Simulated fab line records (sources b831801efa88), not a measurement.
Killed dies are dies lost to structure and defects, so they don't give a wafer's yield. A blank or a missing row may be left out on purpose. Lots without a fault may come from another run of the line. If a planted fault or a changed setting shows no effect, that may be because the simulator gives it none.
Commonality check across tools + flow gf180mcu + 36 wafers sampled across 12 lots

## THE REASON FOR OPENING IT
GF_HV_LDD_TW_MEAS_38, reading HV_LDD_3_TW: flagged on 2 of 12 lots. No-fault wafers: 1429, standard deviation 12.
Rule: flag the lot when none of its wafers has a number, or when each of its wafers that has one lies beyond 4 standard deviations from that mean. The other lots count as sound.

| lot  | measured     | on            | HV_LDD_3_TW, wafer by wafer | flag    |
|------|--------------|---------------|-----------------------------|---------|
| L389 | day 11 21:38 | film_metro-04 | 1439 1434 1437              |         |
| L390 | day 12 06:45 | film_metro-02 | 1420 1422 1414              |         |
| L392 | day 12 18:32 | film_metro-02 | 1418 1413 1412              |         |
| L393 | day 13 06:12 | film_metro-02 | 1411 1414 1418              |         |
| L398 | day 14 19:29 | film_metro-02 | 1416 1423 1415              |         |
| L400 | day 15 09:43 | film_metro-04 | 1343 1344 1334              | FLAGGED |
| L401 | day 15 19:48 | film_metro-04 | 1338 1340 1338              | FLAGGED |
| L403 | day 16 20:41 | film_metro-04 | 1429 1432 1438              |         |
| L404 | day 17 05:40 | film_metro-04 | 1432 1437 1436              |         |
| L407 | day 17 18:28 | film_metro-04 | 1429 1436 1424              |         |
| L408 | day 18 03:59 | film_metro-04 | 1431 1438 1431              |         |
| L409 | day 18 13:05 | film_metro-01 | 1429 1428 1421              |         |
Average over the flagged lots: 1340; offset from the usual -90, equal to -7 standard deviations.

## TOOL THAT RAN EACH LOT
The record keeps 1 process step preceding the reading, out of 602 steps on the route. Every cell lists first the tool, next ch and the chambers used by the sampled wafers, and last the start.
| lot  | flag    | GF_HV_LDD_IMPLANT_33            |
|------|---------|---------------------------------|
| L389 |         | implanter-03 ch 0, day 11 20:57 |
| L390 |         | implanter-01 ch 0, day 12 06:06 |
| L392 |         | implanter-03 ch 0, day 12 17:50 |
| L393 |         | implanter-04 ch 0, day 13 05:30 |
| L398 |         | implanter-01 ch 0, day 14 18:47 |
| L400 | FLAGGED | implanter-03 ch 0, day 15 09:03 |
| L401 | FLAGGED | implanter-03 ch 0, day 15 19:06 |
| L403 |         | implanter-04 ch 0, day 16 20:00 |
| L404 |         | implanter-04 ch 0, day 17 04:59 |
| L407 |         | implanter-01 ch 0, day 17 17:47 |
| L408 |         | implanter-03 ch 0, day 18 03:18 |
| L409 |         | implanter-04 ch 0, day 18 12:23 |
These steps, and what they do:
- GF_HV_LDD_IMPLANT_33
- GF_HV_LDD_TW_MEAS_38

## FLAGGED OVER TOTAL, TOOL BY TOOL (the gauges that took the reading come last)
| step                 | tool          | lots run | flagged | share of the flagged lots | sound lots run after its first flagged lot |
|----------------------|---------------|----------|---------|---------------------------|--------------------------------------------|
| GF_HV_LDD_IMPLANT_33 | implanter-01  | 3        | 0       | none                      | -                                          |
| GF_HV_LDD_IMPLANT_33 | implanter-03  | 5        | 2       | all                       | 1 (L408)                                   |
| GF_HV_LDD_IMPLANT_33 | implanter-04  | 4        | 0       | none                      | -                                          |
| GF_HV_LDD_TW_MEAS_38 | film_metro-01 | 1        | 0       | none                      | -                                          |
| GF_HV_LDD_TW_MEAS_38 | film_metro-02 | 4        | 0       | none                      | -                                          |
| GF_HV_LDD_TW_MEAS_38 | film_metro-04 | 7        | 2       | all                       | 4 (L403,L404,L407,L408)                    |

## WHAT IS ALLOWED BY THE TABLE
In 2 table rows, all flagged lots were run: implanter-03 (GF_HV_LDD_IMPLANT_33), film_metro-04 (GF_HV_LDD_TW_MEAS_38).
- implanter-03 at GF_HV_LDD_IMPLANT_33 ran 5 lots, 2 of them flagged. Sound lots followed the first flagged one (L408) on it, something a lasting fault affecting the whole tool could not allow. Its own readings lie more than 4 standard deviations out on every wafer of the flagged lots: dose_ions_cm2, faraday_current_uA.
- film_metro-04 at GF_HV_LDD_TW_MEAS_38 ran 7 lots, 2 of them flagged. Sound lots followed the first flagged one (L403, L404, L407, L408) on it, something a lasting fault affecting the whole tool could not allow.
None of the table's rows ran every flagged lot and, after the first, no sound lot.

## WHAT THE SIMULATOR HAD PUT IN
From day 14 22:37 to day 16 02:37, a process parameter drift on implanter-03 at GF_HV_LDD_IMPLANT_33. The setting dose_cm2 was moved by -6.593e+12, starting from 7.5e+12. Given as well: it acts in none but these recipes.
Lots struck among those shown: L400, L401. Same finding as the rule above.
